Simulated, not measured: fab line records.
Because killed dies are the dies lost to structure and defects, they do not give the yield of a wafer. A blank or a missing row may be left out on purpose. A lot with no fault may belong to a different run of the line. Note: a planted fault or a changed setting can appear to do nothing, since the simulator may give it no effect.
What tool caused it?    flow sky130    14 lots with 40 wafers sampled at 4 steps, on a route of 708 steps

## WHAT EACH GAUGE READ, for each wafer
SKY_CONTACT_RS_MEAS_25: uses a four-point probe to measure. Usual: CONTACT_W_RS typically reads 0.339 ohm/sq, with standard deviation 0.0035.
lot   measured      on             CONTACT_W_RS (ohm/sq)  flag
L549  day 31 21:50  film_metro-03  0.337 0.336 0.336      
L551  day 32 04:32  film_metro-03  0.340 0.345 0.333      
L550  day 32 05:21  film_metro-01  0.341 0.340 0.342      
L552  day 32 11:11  film_metro-01  0.336 0.342 0.337      
L553  day 33 05:12  film_metro-04  0.338 0.339 0.340      
L559  day 34 18:51  film_metro-01  0.343 0.342 0.344      
L561  day 35 14:50  film_metro-01  0.339                  
L567  day 37 14:12  film_metro-01  0.341 0.341 0.339      
L566  day 38 06:10  film_metro-04  0.339 0.337 0.340      
L569  day 38 06:59  film_metro-03  0.345 0.345 0.342      
L568  day 38 07:19  film_metro-04  0.343 0.340 0.342      
L571  day 38 12:59  film_metro-04  0.339 0.346 0.337      
L570  day 38 13:28  film_metro-04  0.339 0.341 0.334      
L572  day 38 18:41  film_metro-01  0.337 0.336 0.337      

SKY_VIA1_CD_MEAS_12: the cd target is 150 nm. Usual: cd_nm reads 150.0 nm (standard deviation 1.7).
lot   measured      on         cd_nm (nm)         flag
L549  day 34 04:04  cd_sem-01  149.7 149.1 147.7  
L551  day 34 11:52  cd_sem-02  149.9 149.5 149.8  
L550  day 34 12:15  cd_sem-01  147.0 146.2 147.3  
L552  day 34 17:36  cd_sem-01  148.9 149.4 148.5  
L553  day 35 12:57  cd_sem-01  146.9 148.3 149.5  
L559  day 37 01:07  cd_sem-02  152.3 153.1 153.2  
L561  day 37 20:55  cd_sem-02  148.1              
L567  day 39 18:37  cd_sem-02  149.3 150.2 151.0  
L566  day 40 10:13  cd_sem-01  152.9 152.9 153.0  
L569  day 40 11:13  cd_sem-02  149.5 150.8 148.9  
L568  day 40 12:28  cd_sem-02  148.9 151.6 149.5  
L571  day 40 17:01  cd_sem-01  149.5 151.0 151.3  
L570  day 40 17:49  cd_sem-02  152.4 152.5 152.3  
L572  day 40 22:25  cd_sem-02  150.0 149.2 150.0  

## EACH LOT AND THE TOOL THAT RAN IT (in order: tool; ch and the chambers of the sampled wafers; start)
lot   SKY_CONTACT_CMP_27             SKY_VIA1_CMP_02
L549  cmp-02 ch 0,1,3, day 31 22:10  cmp-01 ch 0,1, day 33 02:01
L551  cmp-01 ch 0,1,2, day 32 04:41  cmp-01 ch 0,1,2, day 33 09:04
L550  cmp-02 ch 0,3, day 32 05:31    cmp-02 ch 1,2,3, day 33 10:19
L552  cmp-01 ch 0,1,3, day 32 11:26  cmp-01 ch 0,3, day 33 15:19
L553  cmp-02 ch 0,2,3, day 33 05:26  cmp-01 ch 0,2,3, day 34 09:49
L559  cmp-01 ch 1,2, day 34 19:24    cmp-01 ch 0,1,3, day 35 23:02
L561  cmp-01 ch 2, day 35 15:03      cmp-01 ch 1, day 36 19:19
L567  cmp-02 ch 1,3, day 37 14:23    cmp-02 ch 0,1,3, day 38 17:09
L566  cmp-01 ch 0,2, day 38 06:24    cmp-02 ch 0,3, day 39 09:19
L569  cmp-02 ch 0,3, day 38 07:07    cmp-02 ch 0,2,3, day 39 09:48
L568  cmp-02 ch 0,2,3, day 38 07:30  cmp-01 ch 0,1,2, day 39 11:11
L571  cmp-01 ch 1,3, day 38 13:07    cmp-01 ch 2,3, day 39 15:23
L570  cmp-01 ch 0,1, day 38 13:37    cmp-02 ch 0,1, day 39 16:50
L572  cmp-01 ch 0,2,3, day 38 18:58  cmp-02 ch 0,2,3, day 39 21:06
- SKY_CONTACT_CMP_27: polishes, stops on SiO2, t overpolish 15 s, target thk 0 nm.
- SKY_VIA1_CMP_02: polishes SiO2.

## AS READ BY THE TOOLS THEMSELVES (means over the sampled wafers that have a number; for cases with no such wafer, the mark the record gives instead)
SKY_CONTACT_CMP_27. Usual: motor_current_A 11.4 A, standard deviation 1.4; overpolish_run_s 15.000 s, standard deviation 0.0092; platen_rpm 60.00 rpm, standard deviation 0.037; time_to_endpoint_s 80.4 s, standard deviation 2.8.
lot   tool    motor_current_A (A)  overpolish_run_s (s)  platen_rpm (rpm)  time_to_endpoint_s (s)  flag
L549  cmp-02  11.0                 14.993                60.04             85.4                    
L551  cmp-01  12.0                 14.996                60.02             79.7                    
L550  cmp-02  11.9                 15.002                59.97             80.7                    
L552  cmp-01  12.3                 15.001                60.03             81.1                    
L553  cmp-02  10.8                 15.000                59.99             78.2                    
L559  cmp-01  11.5                 15.006                60.02             80.3                    
L561  cmp-01  11.4                 14.990                59.97             82.7                    
L567  cmp-02  10.0                 15.015                60.02             77.5                    
L566  cmp-01  11.4                 14.996                60.03             82.6                    
L569  cmp-02  11.1                 15.010                60.00             79.0                    
L568  cmp-02  10.5                 15.012                60.01             78.3                    
L571  cmp-01  12.7                 15.004                59.99             79.4                    
L570  cmp-01  11.7                 15.008                60.01             80.1                    
L572  cmp-01  12.1                 14.992                60.00             84.2                    

SKY_VIA1_CMP_02. Usual: motor_current_A 12.4 A, standard deviation 1.6; platen_rpm 60.00 rpm, standard deviation 0.037.
lot   tool    motor_current_A (A)  platen_rpm (rpm)  flag
L549  cmp-01  13.2                 60.05             
L551  cmp-01  12.9                 59.96             
L550  cmp-02  10.4                 59.99             
L552  cmp-01  13.5                 60.00             
L553  cmp-01  13.2                 60.00             
L559  cmp-01  13.5                 57.99             OFF
L561  cmp-01  13.5                 54.00             OFF
L567  cmp-02  11.8                 60.03             
L566  cmp-02  13.1                 60.00             
L569  cmp-02  12.0                 60.01             
L568  cmp-01  13.1                 59.98             
L571  cmp-01  13.8                 59.97             
L570  cmp-02  11.6                 60.00             
L572  cmp-02  11.6                 60.01             

## THE ANSWER, worked out from the rows above alone
Rule: take the mean of a lot's wafers that have a number; if it is more than 3 standard deviations from the usual mean, the lot is off. A lot without any number at a reading at which 4 lots or more have one is off too. All remaining lots with rows at the step are treated as sound. The gauges are gone through in route order, then the tools' own readings, and for those a lot's mean is taken as printed above. At the first step where some lot is off, the reading lying furthest off is the one used; lots without a number count as furthest.
Off: L559, L561, at SKY_VIA1_CMP_02 (platen_rpm).
A tool fits if, at that step or a process step before it, it ran every lot that is off, and no sound lot after the first of them. Of those tried, none fits.

## WHAT THE SIMULATOR PUT IN
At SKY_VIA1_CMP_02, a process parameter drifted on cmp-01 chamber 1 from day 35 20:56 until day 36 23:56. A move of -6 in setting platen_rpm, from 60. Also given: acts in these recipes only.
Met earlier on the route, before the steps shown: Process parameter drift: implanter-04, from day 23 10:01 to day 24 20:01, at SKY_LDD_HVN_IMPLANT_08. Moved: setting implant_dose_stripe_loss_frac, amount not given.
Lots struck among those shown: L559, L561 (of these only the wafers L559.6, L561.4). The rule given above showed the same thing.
